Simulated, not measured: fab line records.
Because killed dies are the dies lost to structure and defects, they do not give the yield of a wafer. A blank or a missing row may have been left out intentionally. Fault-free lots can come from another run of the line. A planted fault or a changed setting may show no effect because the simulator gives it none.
Code-filled problem report in 8D (eight disciplines) form | flow sky130 | the parts of the form that need people (team, actions taken, sign-off) are left out

== 1. WHAT IS WRONG ==
At SKY_LOCAL_INTERCONNECT_CD_MEAS_11, cd nm averages 39.4 nm over 3 wafers from 2 lots, while fault-free wafers read 170.8 nm, standard deviation 1.5. Relative to the usual mean, that is a shift of -88 standard deviations.
The step: target cd 170 nm.
First observed at day 32 02:42: wafer L495.2, on cd sem-01. At this step, 39 wafers from 13 lots have a number in the record. By rule, "out" or "out of limits" means more than 4 standard deviations away from the usual mean. Any other wafer with a number is counted as sound.

== 2. WHAT IT IS; WHAT IT IS NOT ==
question                    | is                     | is not
which readings at this step | cd nm                  | -
which lots                  | L495, L498             | L490, L491, L492, L493, L494, L503, L506, L508, L509, L512, L513
which wafers of those lots  | L495.2, L495.3, L498.3 | L495.4, L498.5, L498.6
read on which gauges        | cd sem-01, cd sem-02   | -
when                        | from day 32 02:42      | up to then (16 sound wafers); but 20 sound wafers of L498, L503, L506, L508, L509, L512, L513 came after

== 3. SUSPECTS, AND WHAT RULES EACH OUT ==
Counting: any tool at a process step up to the reading remains a suspect provided it ran every lot that is out. Sound lots after the first of them don't rule it out here, since some wafers of a struck lot are sound.
- the gauge at SKY_LOCAL_INTERCONNECT_CD_MEAS_11 has been ruled out. Those wafers that are out were read across 2 gauges (cd sem-01, cd sem-02).
- krf scanner-02 at SKY_LOCAL_INTERCONNECT_EXPOSE_08 (exposes mask LI1M, target cd 170 nm): kept. Every lot that is out went through it, the first being L495 (day 31 13:02); the last sound lot it ran before that was L494 (day 31 10:31).
The count leaves krf scanner-02 at SKY_LOCAL_INTERCONNECT_EXPOSE_08.

== 4. THE CAUSE (what the simulator had put in) ==
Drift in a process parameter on krf scanner-02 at SKY_LOCAL_INTERCONNECT_EXPOSE_08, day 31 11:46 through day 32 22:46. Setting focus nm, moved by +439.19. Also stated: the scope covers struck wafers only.
After counting, this tool was the only one left.

== 5. THE CHAIN OF EFFECTS, in route order ==
One row per reading whose mean, taken over the struck wafers that have a number, lies over 3 standard deviations from the usual. Only readings for which the record gives a usual standard deviation are gone through. hours: the time from each lot's start at the first step in this table that gives one to its start at this step, as a median over the lots. sigmas: the change in usual standard deviations.
hours | step                              | reading            | usual    | on struck wafers | change | sigmas
0     | SKY_LOCAL_INTERCONNECT_CD_MEAS_11 | cd nm              | 170.8 nm | 39.4             | -131.4 | -88
358   | SKY_PAD_OPEN_PROBE_99             | killed at contacts | 24       | 427              | +403   | +75
358   | SKY_PAD_OPEN_PROBE_99             | killed dies        | 85       | 492              | +407   | +46
358   | SKY_PAD_OPEN_PROBE_99             | killed on rim      | 16       | 96               | +80    | +23
It contains these process steps:
- SKY_PAD_OPEN_PROBE_99
Later measuring or inspecting steps at which every struck wafer that the step has a row for has a number for every such reading, and none has moved that far: SKY_LOCAL_INTERCONNECT_OVL_MEAS_12.

== 6. HOW IT WOULD HAVE BEEN CAUGHT EARLIER ==
Counted from the fault's start at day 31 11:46, it took 15 hours until the first out-of-limits reading at a measuring or inspecting step in this record, taken at day 32 02:42.
Among the 2 lots that are out, L498 began SKY_LOCAL_INTERCONNECT_EXPOSE_08 on krf scanner-02 after day 32 02:42. A tool hold placed at that time would have kept it from harm.
